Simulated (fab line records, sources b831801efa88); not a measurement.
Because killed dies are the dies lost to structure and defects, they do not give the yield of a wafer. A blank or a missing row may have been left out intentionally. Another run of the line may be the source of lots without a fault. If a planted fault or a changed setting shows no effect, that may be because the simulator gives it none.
fab line records	flow sky130
record lots=6	wafers=18	lastDay=50
route steps=708 shown LDD_P@264 LDD_HVN@267 LDD_HVP@278 LDD_LDN@289 SPACER@304 PAD_OPEN@708
lots that met no fault: from a run of the same line without faults
startH: start of the lot's first displayed wafer, in hours after the record's first day	waitH: how many hours have passed since the lot's step before this one	" as in the row above	L1.1+2: a single row standing in for several wafers	- no value, or no start given	* or withheld: withheld	< > ~ a bound
route shown NAME@n: NAME is a module with steps in the file, n the number in the route of the first one	usual: mean/standard deviation of fault-free wafers	same: alike in all rows	chamber/n: place in a boat	sites: per-site readings	_std_site: standard deviation across them	_edge_site: outer sites' mean less inner sites'	radiusMm: for every site, how far away it sits from the centre of the wafer	mask NAME#n: copy n	behind: the tool/chamber that last shaped the wafer	hold: why the lot went on hold/how many hours it stayed there/how the hold came to an end	device: transistor that didn't switch, given as n, p or np	end of line: tests of these same wafers at the route's end	where a step has no rows: the recipe by itself	killed: at the first sort, the dies lost to defects and structure; wafer yield is something else	map: per-die view of a wafer (x killed, . not killed, _ where there is no die)
set.NAME: setting as actually run; set.NAME@STEP: the setting as run at that earlier step	model.NAME: the simulator's own value behind a step, which no gauge read
lots at selected steps of the route; one table per step, one row per wafer
services: from which hour (startH, from the record's first day; less than 0 if before it) a tool's chamber was out of use, for how many hours, and why
## steps
# step SKY_LDD_P_IMPLANT_09
# recipe species=BF2	energyKev=24.79	doseCm2=1e+13	tiltDeg=withheld
# step SKY_LDD_P_STRIP_10
# recipe chemistry=O2/N2	powerW=1400	pressureMtorr=1500	platenTempC=withheld	o2FlowSccm=3000	n2FlowSccm=300	overashFraction=0.5
# usual drypumpMotorCurrentA=5.64/0.29	o2FlowSccm=3001/9.8	oesProductAu=0.715/0.0046	stripTimeToEndpointS=14.19/0.038
lot.wafer	tool	chamber	startH	waitH	drypumpMotorCurrentA	o2FlowSccm	oesProductAu	rfHoursCounterH	stripTimeToEndpointS
L635.2	plasmaAsher-04	1	438.20	0.1	5.73	2991	0.717	1	14.13
L635.4	"	1	"	"	5.73	2987	0.714	-	14.15
L635.6	"	1	"	"	5.73	2992	0.712	-	14.11
L643.3	plasmaAsher-04	1	522.28	0.1	5.79	3009	0.712	-	14.21
L643.5	"	1	"	"	5.76	3002	0.712	-	14.17
L643.6	"	0	"	"	5.79	3007	0.712	-	14.21
L645.1	plasmaAsher-01	0	532.62	0.1	6.06	3011	0.706	68	14.23
L645.5	"	0	"	"	6.08	3003	0.717	-	14.26
L645.6	"	1	"	"	5.60	2995	0.714	-	14.23
L646.1	plasmaAsher-03	0	555.85	0.1	5.42	3005	0.716	43	14.15
L646.2	"	1	"	"	5.17	2996	0.719	43	14.18
L646.3	"	1	"	"	5.14	2995	0.704	-	14.13
L647.1	plasmaAsher-01	1	560.00	0.1	5.61	2997	0.706	71	14.23
L647.3	"	0	"	"	6.12	2999	0.713	-	14.25
L647.5	"	1	"	"	5.59	3004	0.720	-	14.23
L655.3	plasmaAsher-04	0	613.23	0.1	5.79	2998	0.714	-	14.19
L655.4	"	1	"	"	5.79	2992	0.711	-	14.14
L655.6	"	1	"	"	5.78	3000	0.714	-	14.17
# step SKY_LDD_P_TW_MEAS_11
# usual LDD_P_TW=635/3.4
lot.wafer	tool	chamber	startH	waitH	LDD_P_TW
L635.2	filmMetro-03	-	438.31	0.1	634
L635.4	"	-	"	"	633
L635.6	"	-	"	"	638
L643.3	filmMetro-02	-	522.37	0.1	629
L643.5	"	-	"	"	631
L643.6	"	-	"	"	632
L645.1	filmMetro-02	-	532.72	0.1	637
L645.5	"	-	"	"	636
L645.6	"	-	"	"	634
L646.1	filmMetro-02	-	555.95	0.1	629
L646.2	"	-	"	"	630
L646.3	"	-	"	"	629
L647.1	filmMetro-02	-	560.10	0.1	628
L647.3	"	-	"	"	630
L647.5	"	-	"	"	631
L655.3	filmMetro-04	-	613.32	0.1	637
L655.4	"	-	"	"	636
L655.6	"	-	"	"	636
# step SKY_LDD_HVN_DEHYDRATE_00
# recipe tempC=200	timeS=60
# step SKY_LDD_HVN_HMDS_01
# recipe primeTimeS=60	primeTempC=120
# step SKY_LDD_HVN_COAT_02
# recipe resist=NOVOLAK	spinRpm=3000	resistThkNm=300
# step SKY_LDD_HVN_SOFTBAKE_03
# recipe tempC=90	timeS=60	resist=NOVOLAK
# step SKY_LDD_HVN_EXPOSE_04
# recipe maskId=HVNTM	na=0.6	sourceShape=conventional	sigmaOuter=0.6	polarization=unpolarized	targetCdNm=700	doseMj=127
# step SKY_LDD_HVN_PEB_05
# recipe tempC=withheld	timeS=*	resist=NOVOLAK
# step SKY_LDD_HVN_DEVELOP_06
# recipe resist=NOVOLAK	developer=TMAH	developTimeS=60	devTempC=23
# step SKY_LDD_HVN_OVL_MEAS_07
# usual LDD_HVN_OVL=0.3/1.2
lot.wafer	tool	chamber	startH	waitH	LDD_HVN_OVL[nm]
L635.2	overlay-02	-	469.05	0.1	0.8
L635.4	"	-	"	"	1.5
L635.6	"	-	"	"	1.0
L643.3	overlay-01	-	553.34	0.1	-2.0
L643.5	"	-	"	"	-0.9
L643.6	"	-	"	"	-2.1
L645.1	overlay-01	-	562.67	0.1	0.8
L645.5	"	-	"	"	-0.1
L645.6	"	-	"	"	0.8
L646.1	overlay-01	-	585.44	0.1	0.5
L646.2	"	-	"	"	0.9
L646.3	"	-	"	"	0.7
L647.1	overlay-01	-	589.47	0.1	-0.1
L647.3	"	-	"	"	-2.4
L647.5	"	-	"	"	-1.9
L655.3	overlay-02	-	641.86	0.1	-0.3
L655.4	"	-	"	"	0.3
L655.6	"	-	"	"	0.9
# step SKY_LDD_HVN_IMPLANT_08
# recipe species=P	energyKev=60	doseCm2=3e+13	tiltDeg=40
# step SKY_LDD_HVN_STRIP_09
# recipe chemistry=O2/N2	powerW=1400	pressureMtorr=1500	platenTempC=withheld	o2FlowSccm=3000	n2FlowSccm=300	overashFraction=0.5
# usual drypumpMotorCurrentA=5.54/0.21	o2FlowSccm=3001/9.4	oesProductAu=0.409/0.0046	stripTimeToEndpointS=4.139/0.014
lot.wafer	tool	chamber	startH	waitH	drypumpMotorCurrentA	o2FlowSccm	oesProductAu	rfHoursCounterH	stripTimeToEndpointS
L635.2	plasmaAsher-04	0	469.23	0.1	5.79	2997	0.414	4	4.133
L635.4	"	0	"	"	5.80	2997	0.400	-	4.142
L635.6	"	1	"	"	5.72	2991	0.402	-	4.137
L643.3	plasmaAsher-03	1	553.54	0.1	5.17	3000	0.413	-	4.140
L643.5	"	1	"	"	5.14	2994	0.406	-	4.127
L643.6	"	0	"	"	5.44	2998	0.412	-	4.118
L645.1	plasmaAsher-04	1	562.86	0.1	5.78	2996	0.407	13	4.120
L645.5	"	1	"	"	5.75	3005	0.411	-	4.130
L645.6	"	0	"	"	5.82	2993	0.406	-	4.165
L646.1	plasmaAsher-04	0	585.63	0.1	5.78	2999	0.406	15	4.146
L646.2	"	1	"	"	5.79	3000	0.410	15	4.136
L646.3	"	1	"	"	5.79	2998	0.415	-	4.150
L647.1	plasmaAsher-03	0	589.66	0.1	5.44	3005	0.402	46	4.151
L647.3	"	1	"	"	5.14	3003	0.408	-	4.151
L647.5	"	1	"	"	5.13	2986	0.407	-	4.134
L655.3	plasmaAsher-03	1	642.06	0.1	5.17	2998	0.415	-	4.144
L655.4	"	0	"	"	5.44	2996	0.413	-	4.145
L655.6	"	0	"	"	5.44	2987	0.408	-	4.122
# step SKY_LDD_HVN_TW_MEAS_10
# usual LDD_HVN_TW=1447/8.5
lot.wafer	tool	chamber	startH	waitH	LDD_HVN_TW
L635.2	filmMetro-01	-	469.34	0.1	1451
L635.4	"	-	"	"	1453
L635.6	"	-	"	"	1457
L643.3	filmMetro-01	-	553.63	0.1	1464
L643.5	"	-	"	"	1454
L643.6	"	-	"	"	1459
L645.1	filmMetro-04	-	562.96	0.1	1435
L645.5	"	-	"	"	1445
L645.6	"	-	"	"	1438
L646.1	filmMetro-01	-	585.73	0.1	1440
L646.2	"	-	"	"	1445
L646.3	"	-	"	"	1444
L647.1	filmMetro-04	-	589.76	0.1	1448
L647.3	"	-	"	"	1439
L647.5	"	-	"	"	1438
L655.3	filmMetro-03	-	642.15	0.1	1443
L655.4	"	-	"	"	1438
L655.6	"	-	"	"	1447
# step SKY_LDD_HVP_DEHYDRATE_00
# recipe tempC=200	timeS=60
# step SKY_LDD_HVP_HMDS_01
# recipe primeTimeS=60	primeTempC=120
# step SKY_LDD_HVP_COAT_02
# recipe resist=NOVOLAK	spinRpm=3000	resistThkNm=300
# step SKY_LDD_HVP_SOFTBAKE_03
# recipe tempC=90	timeS=60	resist=NOVOLAK
# step SKY_LDD_HVP_EXPOSE_04
# recipe maskId=HVPTM	na=0.6	sourceShape=conventional	sigmaOuter=0.6	polarization=unpolarized	targetCdNm=700	doseMj=86
# step SKY_LDD_HVP_PEB_05
# recipe tempC=withheld	timeS=*	resist=NOVOLAK
# step SKY_LDD_HVP_DEVELOP_06
# recipe resist=NOVOLAK	developer=TMAH	developTimeS=60	devTempC=23
# step SKY_LDD_HVP_OVL_MEAS_07
# usual LDD_HVP_OVL=0.3/1.1
lot.wafer	tool	chamber	startH	waitH	LDD_HVP_OVL[nm]
L635.2	overlay-02	-	500.27	0.1	0.7
L635.4	"	-	"	"	0.6
L635.6	"	-	"	"	0.1
L643.3	overlay-01	-	582.92	0.1	-2.2
L643.5	"	-	"	"	-2.0
L643.6	"	-	"	"	-0.9
L645.1	overlay-01	-	592.26	0.1	0.3
L645.5	"	-	"	"	-0.6
L645.6	"	-	"	"	-0.1
L646.1	overlay-01	-	614.57	0.1	-0.6
L646.2	"	-	"	"	0.3
L646.3	"	-	"	"	0.1
L647.1	overlay-01	-	617.77	0.1	1.2
L647.3	"	-	"	"	1.2
L647.5	"	-	"	"	1.2
L655.3	overlay-02	-	671.13	0.1	0.8
L655.4	"	-	"	"	0.3
L655.6	"	-	"	"	1.7
# step SKY_LDD_HVP_IMPLANT_08
# recipe species=B	energyKev=20	doseCm2=1.667e+13	tiltDeg=17.9
# step SKY_LDD_HVP_STRIP_09
# recipe chemistry=O2/N2	powerW=1400	pressureMtorr=1500	platenTempC=withheld	o2FlowSccm=3000	n2FlowSccm=300	overashFraction=0.5
# usual drypumpMotorCurrentA=5.59/0.3	o2FlowSccm=3000/7.7	oesProductAu=0.409/0.0046	stripTimeToEndpointS=4.139/0.014
lot.wafer	tool	chamber	startH	waitH	drypumpMotorCurrentA	o2FlowSccm	oesProductAu	rfHoursCounterH	stripTimeToEndpointS
L635.2	plasmaAsher-01	0	500.45	0.1	6.10	2996	0.410	67	4.139
L635.4	"	0	"	"	6.11	2994	0.407	-	4.154
L635.6	"	1	"	"	5.61	2997	0.412	-	4.152
L643.3	plasmaAsher-02	1	583.13	0.1	5.50	3006	0.413	-	4.127
L643.5	"	0	"	"	5.63	3002	0.410	-	4.127
L643.6	"	1	"	"	5.51	2994	0.406	-	4.119
L645.1	plasmaAsher-03	1	592.45	0.1	5.14	3002	0.397	46	4.133
L645.5	"	0	"	"	5.41	2994	0.410	-	4.129
L645.6	"	1	"	"	5.15	2993	0.413	-	4.161
L646.1	plasmaAsher-03	1	614.76	0.1	5.13	2992	0.413	48	4.132
L646.2	"	0	"	"	5.46	2997	0.410	48	4.158
L646.3	"	1	"	"	5.12	2993	0.413	-	4.132
L647.1	plasmaAsher-01	0	617.96	0.1	6.10	3007	0.410	77	4.106
L647.3	"	1	"	"	5.61	2999	0.414	-	4.152
L647.5	"	1	"	"	5.59	2996	0.409	-	4.137
L655.3	plasmaAsher-01	1	671.34	0.1	5.60	2994	0.407	-	4.135
L655.4	"	0	"	"	6.06	2994	0.407	-	4.162
L655.6	"	0	"	"	6.06	2989	0.407	-	4.167
# step SKY_LDD_HVP_TW_MEAS_10
# usual LDD_HVP_TW=454.7/2.5
lot.wafer	tool	chamber	startH	waitH	LDD_HVP_TW
L635.2	filmMetro-03	-	500.56	0.1	455.7
L635.4	"	-	"	"	452.9
L635.6	"	-	"	"	452.7
L643.3	filmMetro-03	-	583.22	0.1	453.2
L643.5	"	-	"	"	458.4
L643.6	"	-	"	"	455.0
L645.1	filmMetro-02	-	592.55	0.1	451.6
L645.5	"	-	"	"	452.7
L645.6	"	-	"	"	448.4
L646.1	filmMetro-02	-	614.86	0.1	452.6
L646.2	"	-	"	"	450.8
L646.3	"	-	"	"	453.1
L647.1	filmMetro-01	-	618.06	0.1	457.8
L647.3	"	-	"	"	456.6
L647.5	"	-	"	"	456.6
L655.3	filmMetro-03	-	671.43	0.1	454.9
L655.4	"	-	"	"	452.0
L655.6	"	-	"	"	455.2
# step SKY_LDD_LDN_DEHYDRATE_00
# recipe tempC=200	timeS=60
# step SKY_LDD_LDN_HMDS_01
# recipe primeTimeS=60	primeTempC=120
# step SKY_LDD_LDN_COAT_02
# recipe resist=NOVOLAK	spinRpm=3000	resistThkNm=1140
# step SKY_LDD_LDN_SOFTBAKE_03
# recipe tempC=90	timeS=60	resist=NOVOLAK
# step SKY_LDD_LDN_EXPOSE_04
# recipe maskId=LDNTM	na=0.6	sourceShape=conventional	sigmaOuter=0.6	polarization=unpolarized	targetCdNm=700	doseMj=140
# step SKY_LDD_LDN_PEB_05
# recipe tempC=withheld	timeS=*	resist=NOVOLAK
# step SKY_LDD_LDN_DEVELOP_06
# recipe resist=NOVOLAK	developer=TMAH	developTimeS=60	devTempC=23
# step SKY_LDD_LDN_OVL_MEAS_07
# usual LDD_LDN_OVL=0.3/1.6
lot.wafer	tool	chamber	startH	waitH	LDD_LDN_OVL[nm]
L635.2	overlay-01	-	530.33	0.1	0.8
L635.4	"	-	"	"	-0.8
L635.6	"	-	"	"	-0.3
L643.3	overlay-01	-	612.01	0.1	-1.1
L643.5	"	-	"	"	-1.5
L643.6	"	-	"	"	-1.6
L645.1	overlay-01	-	621.18	0.1	1.4
L645.5	"	-	"	"	2.3
L645.6	"	-	"	"	2.0
L646.1	overlay-01	-	643.89	0.1	0.5
L646.2	"	-	"	"	-0.5
L646.3	"	-	"	"	0.7
L647.1	overlay-02	-	646.86	0.1	1.4
L647.3	"	-	"	"	1.2
L647.5	"	-	"	"	2.1
L655.3	overlay-01	-	700.01	0.1	0.5
L655.4	"	-	"	"	1.0
L655.6	"	-	"	"	0.5
# step SKY_LDD_LDN_IMPLANT_08
# recipe species=As	energyKev=15	doseCm2=1.25e+13	tiltDeg=withheld	rotationDeg=23
# step SKY_LDD_LDN_IMPLANT_09
# recipe species=As	energyKev=15	doseCm2=1.25e+13	tiltDeg=withheld	rotationDeg=113
# step SKY_LDD_LDN_IMPLANT_10
# recipe species=As	energyKev=15	doseCm2=1.25e+13	tiltDeg=withheld	rotationDeg=203
# step SKY_LDD_LDN_IMPLANT_11
# recipe species=As	energyKev=15	doseCm2=1.25e+13	tiltDeg=withheld	rotationDeg=293
# step SKY_LDD_LDN_STRIP_12
# recipe chemistry=O2/N2	powerW=1400	pressureMtorr=1500	platenTempC=withheld	o2FlowSccm=3000	n2FlowSccm=300	overashFraction=0.5
# usual drypumpMotorCurrentA=5.75/0.2	o2FlowSccm=3000/9.5	oesProductAu=0.716/0.0045	stripTimeToEndpointS=14.19/0.04
lot.wafer	tool	chamber	startH	waitH	drypumpMotorCurrentA	o2FlowSccm	oesProductAu	rfHoursCounterH	stripTimeToEndpointS
L635.2	plasmaAsher-02	0	530.96	0.1	5.64	2996	0.716	88	14.17
L635.4	"	0	"	"	5.65	3013	0.712	-	14.18
L635.6	"	0	"	"	5.66	2994	0.714	-	14.24
L643.3	plasmaAsher-02	1	612.66	0.1	5.50	3001	0.711	-	14.21
L643.5	"	0	"	"	5.65	3004	0.714	-	14.21
L643.6	"	1	"	"	5.52	2987	0.717	-	14.21
L645.1	plasmaAsher-04	1	621.81	0.1	5.75	2998	0.710	19	14.19
L645.5	"	1	"	"	5.75	3006	0.714	-	14.18
L645.6	"	0	"	"	5.80	3032	0.718	-	14.20
L646.1	plasmaAsher-02	0	644.53	0.1	5.64	3024	0.727	100	14.17
L646.2	"	1	"	"	5.49	3005	0.715	100	14.20
L646.3	"	1	"	"	5.54	3004	0.718	-	14.20
L647.1	plasmaAsher-04	1	647.50	0.1	5.75	2991	0.717	21	14.12
L647.3	"	0	"	"	5.81	2986	0.717	-	14.15
L647.5	"	0	"	"	5.80	2989	0.722	-	14.18
L655.3	plasmaAsher-01	0	700.66	0.1	6.09	2996	0.716	-	14.21
L655.4	"	1	"	"	5.59	2996	0.719	-	14.22
L655.6	"	1	"	"	5.58	3005	0.712	-	14.22
# step SKY_LDD_LDN_TW_MEAS_13
# usual LDD_LDN_TW=1486/10
lot.wafer	tool	chamber	startH	waitH	LDD_LDN_TW
L635.2	filmMetro-02	-	531.07	0.1	1483
L635.4	"	-	"	"	1487
L635.6	"	-	"	"	1477
L643.3	filmMetro-04	-	612.75	0.1	1493
L643.5	"	-	"	"	1489
L643.6	"	-	"	"	1488
L645.1	filmMetro-02	-	621.91	0.1	1473
L645.5	"	-	"	"	1473
L645.6	"	-	"	"	1468
L646.1	filmMetro-04	-	644.63	0.1	1488
L646.2	"	-	"	"	1487
L646.3	"	-	"	"	1494
L647.1	filmMetro-01	-	647.60	0.1	1500
L647.3	"	-	"	"	1501
L647.5	"	-	"	"	1493
L655.3	filmMetro-01	-	700.75	0.1	1500
L655.4	"	-	"	"	1502
L655.6	"	-	"	"	1508
# step SKY_LDD_LDN_CLEAN_14
# recipe chemistry=SC1/SC2	mix=1:4:20	tempC=70	timeS=150	dry=n2Spin
# step SKY_SPACER_CVD_00
# recipe material=Si3N4	precursor=DCS/NH3	targetThkNm=43.1	tempC=770	timeS=740	pressureMtorr=250
# step SKY_SPACER_THK_MEAS_01
# recipe reads=Si3N4_of_SPACER_CVD_00
# usual SPACER_CVD_00_THK=42.9/0.41
lot.wafer	tool	chamber	startH	waitH	SPACER_CVD_00_THK[nm]
L635.2	filmMetro-04	-	532.39	0.0	43.1
L635.4	"	-	"	"	42.7
L635.6	"	-	"	"	42.8
L643.3	filmMetro-02	-	615.98	0.0	43.4
L643.5	"	-	"	"	43.1
L643.6	"	-	"	"	43.1
L645.1	filmMetro-02	-	624.18	0.0	43.3
L645.5	"	-	"	"	43.2
L645.6	"	-	"	"	43.4
L646.1	filmMetro-03	-	645.95	0.0	42.9
L646.2	"	-	"	"	43.3
L646.3	"	-	"	"	43.2
L647.1	filmMetro-04	-	649.78	0.0	42.4
L647.3	"	-	"	"	42.8
L647.5	"	-	"	"	43.1
L655.3	filmMetro-03	-	705.19	0.0	42.2
L655.4	"	-	"	"	42.0
L655.6	"	-	"	"	42.2
# step SKY_PAD_OPEN_PROBE_99
# usual killed_at_M0_to_M3=43/7.6	killed_at_M4_up=2.9/1.9	killedAtContacts=24/5	killedAtFrontEnd=15/4.3	killedAtOther=0.3/0.54	killedDies=85/10	killedOpen=47/7	killedShort=38/6.4
# same grossDies=492	killedAtBackSide=0
lot.wafer	tool	chamber	startH	waitH	killed_at_M0_to_M3	killed_at_M4_up	killedAtContacts	killedAtFrontEnd	killedAtOther	killedDies	killedOpen	killedShort
L635.2	prober-01	-	1081.23	0.1	38	4	24	17	0	83	40	43
L635.4	prober-01	-	1081.33	0.2	34	4	27	18	1	84	39	45
L635.6	prober-01	-	1081.43	0.2	45	5	32	23	0	105	49	56
L643.3	prober-02	-	1140.16	0.2	36	0	17	16	0	69	33	36
L643.5	prober-02	-	1140.26	0.2	47	2	21	24	1	95	45	50
L643.6	prober-02	-	1140.31	0.2	56	1	12	21	0	90	49	41
L645.6	prober-01	-	1146.73	0.2	49	5	31	42	0	127	61	44
L646.1	prober-02	-	1154.79	0.1	24	2	21	40	0	87	35	28
L646.2	prober-02	-	1154.84	0.1	40	2	26	9	0	77	38	39
L646.3	prober-02	-	1154.89	0.2	36	4	34	19	0	93	51	42
L647.1	prober-01	-	1161.08	0.1	50	0	27	20	0	97	48	49
L647.3	prober-01	-	1161.18	0.2	46	2	21	7	0	76	41	35
L647.5	prober-01	-	1161.28	0.2	34	5	29	8	0	76	37	39
# killed by level:class
L635.2 LI_CONTACT:geometricParticle:open=9 VIA2:geometricParticle:open=8 FIELD_ISO:geometricParticle:short=7 METAL2:geometricParticle:short=6 VIA1:geometricParticle:short=5 LOCAL_INTERCONNECT:geometricParticle:short=5 VIA1:geometricParticle:open=5 METAL3:geometricParticle:short=5
L635.4 CONTACT:geometricParticle:open=10 VIA1:geometricParticle:open=8 POLY_GATE:geometricParticle:short=7 LI_CONTACT:geometricParticle:open=7 CONTACT:geometricParticle:short=7 FIELD_ISO:geometricParticle:short=5 VIA1:geometricParticle:short=5 METAL1:geometricParticle:short=5
L635.6 CONTACT:geometricParticle:open=12 VIA1:geometricParticle:open=11 CONTACT:geometricParticle:short=9 POLY_GATE:geometricParticle:short=8 VIA2:geometricParticle:open=7 METAL1:geometricParticle:short=6 FIELD_ISO:geometricParticle:short=5 LI_CONTACT:geometricParticle:open=5
L643.3 VIA1:geometricParticle:open=9 METAL1:geometricParticle:short=8 LI_CONTACT:geometricParticle:open=7 VIA2:geometricParticle:short=5 VIA1:geometricParticle:short=5 LOCAL_INTERCONNECT:geometricParticle:short=4 FIELD_ISO:geometricParticle:short=3 CONTACT:geometricParticle:open=3
L643.5 VIA1:geometricParticle:open=11 LI_CONTACT:geometricParticle:open=9 FIELD_ISO:geometricParticle:short=7 POLY_GATE:geometricParticle:short=7 METAL2:geometricParticle:short=7 METAL1:geometricParticle:short=6 VIA2:geometricParticle:short=5 VIA3:geometricParticle:open=5
L643.6 VIA1:geometricParticle:open=11 METAL1:geometricParticle:short=7 VIA3:geometricParticle:open=7 FIELD_ISO:geometricParticle:open=6 FIELD_ISO:geometricParticle:short=6 VIA2:geometricParticle:open=6 VIA1:geometricParticle:short=6 METAL2:geometricParticle:open=5
L645.6 LDD_HVN:unspecified=22 VIA1:geometricParticle:open=16 LI_CONTACT:geometricParticle:open=9 POLY_GATE:geometricParticle:open=7 CONTACT:geometricParticle:short=7 VIA2:geometricParticle:open=7 VIA3:geometricParticle:open=7 POLY_GATE:geometricParticle:short=5
L646.1 LDD_HVN:unspecified=24 CONTACT:geometricParticle:short=10 VIA1:geometricParticle:open=9 CONTACT:geometricParticle:open=8 FIELD_ISO:geometricParticle:short=5 FIELD_ISO:geometricParticle:open=4 VIA2:geometricParticle:open=4 VIA3:geometricParticle:open=4
L646.2 CONTACT:geometricParticle:open=11 METAL1:geometricParticle:short=6 LI_CONTACT:geometricParticle:open=6 VIA1:geometricParticle:open=6 CONTACT:geometricParticle:short=5 VIA2:geometricParticle:open=5 VIA3:geometricParticle:short=5 VIA1:geometricParticle:short=4
L646.3 VIA1:geometricParticle:open=9 CONTACT:geometricParticle:short=9 LI_CONTACT:geometricParticle:open=8 VIA3:geometricParticle:open=8 CONTACT:geometricParticle:open=7 LI_CONTACT:geometricParticle:short=5 METAL2:geometricParticle:short=5 FIELD_ISO:geometricParticle:short=4
L647.1 VIA1:geometricParticle:open=12 CONTACT:geometricParticle:short=11 CONTACT:geometricParticle:open=8 VIA2:geometricParticle:open=8 POLY_GATE:geometricParticle:short=6 METAL1:geometricParticle:short=6 FIELD_ISO:geometricParticle:open=5 FIELD_ISO:geometricParticle:short=5
L647.3 VIA1:geometricParticle:open=13 VIA1:geometricParticle:short=10 CONTACT:geometricParticle:open=7 METAL2:geometricParticle:short=6 LI_CONTACT:geometricParticle:open=6 VIA2:geometricParticle:open=5 FIELD_ISO:geometricParticle:open=4 LOCAL_INTERCONNECT:geometricParticle:short=4
L647.5 CONTACT:geometricParticle:open=8 CONTACT:geometricParticle:short=7 LI_CONTACT:geometricParticle:open=6 LOCAL_INTERCONNECT:geometricParticle:short=6 VIA2:geometricParticle:short=6 VIA1:geometricParticle:open=6 METAL1:geometricParticle:short=5 METAL1:geometricParticle:open=4
# map L645.6 (x killed, . not)
__________xxxxxxxxxx_________
________xx.xxxxxxxx.x._______
______.x.x..xxx......x.._____
_____x..x..x.xxx....x...x____
____.....x..xx...x..xx....___
___.x...x.xx........x...x..__
__.xx.x...........x........._
_...........xx.x......x......
_....x........x....x..xx.....
_..........x..x........x.x...
_.x.x....x..xxx.x..x.x.x....x
_x.x.x..........x....x.......
_....x..........xx..x.x......
_....x......x..x....x...xx.x.
_x.x.x..x.x.....xx..........x
__...........xxxx..x...x...x_
___..x.x...........xx..x...__
____x....xx.x.........xx..___
_____.x........x..x......____
______..xx.....x......x._____
________........x.x..._______
__________.........._________
# map L646.3 (x killed, . not)
__________..x..x.x.._________
________..x....xx...x._______
______...............x.._____
_____x......x.........x..____
____......xx.x..x.........___
___.......x.x..x.........x.__
__....x...x....x....x..x...._
_.xx......xx.x.....xx.......x
_.......x....x.....xx.....x..
_..x.....x.........x.........
_.............xx..x.x..xx.x..
_.x...xx...xx.x...x..x.......
_.......x...x...........x....
_......x.....xxx.......x...x.
_x...x.x....................x
__...x....x.x.....x........._
___.x........xx....xxx.x..x__
____.x.xx.............x...___
_____..xx.x.........x....____
______..............x..._____
________..xx...x......_______
__________....x....._________
## services
tool	chamber	startH	hours	kind
plasmaAsher-04	-	421.30	9.0	pm
plasmaAsher-04	0	421.30	9.0	ventCycle
plasmaAsher-04	1	421.30	9.0	ventCycle
plasmaAsher-01	-	425.06	2.3	repair
plasmaAsher-04	0	430.30	-	clean
plasmaAsher-04	1	430.30	-	clean
plasmaAsher-02	-	434.47	3.0	repair
plasmaAsher-01	-	481.78	1.5	repair
plasmaAsher-01	-	508.07	11.0	repair
plasmaAsher-01	-	520.33	11.1	repair
plasmaAsher-04	-	531.53	8.6	repair
plasmaAsher-03	-	661.21	2.8	pm
plasmaAsher-02	-	665.20	16.8	repair
## key
firstSign step=SKY_PAD_OPEN_PROBE_99	reading=killedAtFrontEnd	direction=up	sigmas=6	usual=15	struck=41
effect none on later readings
metAt SKY_LDD_HVN_STRIP_09
struckWafers L645.6,L646.1
testerLeftOut L645,L646
onsetBetween 469.23 562.86
fault kind=chamberParticleSource	tool=plasmaAsher-04	chamber=0	onsetH=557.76	steps=SKY_LDD_HVN_STRIP_09	ratePerVisitCm2=0.45749	endH=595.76
# testerLeftOut: of these lots the tester's yield and bins aren't shown, on N5 and GAA mostly nor the transistor test; their killed dies are dies lost to structure and defects alone, not to doping, threshold or leakage, so they don't give the yield
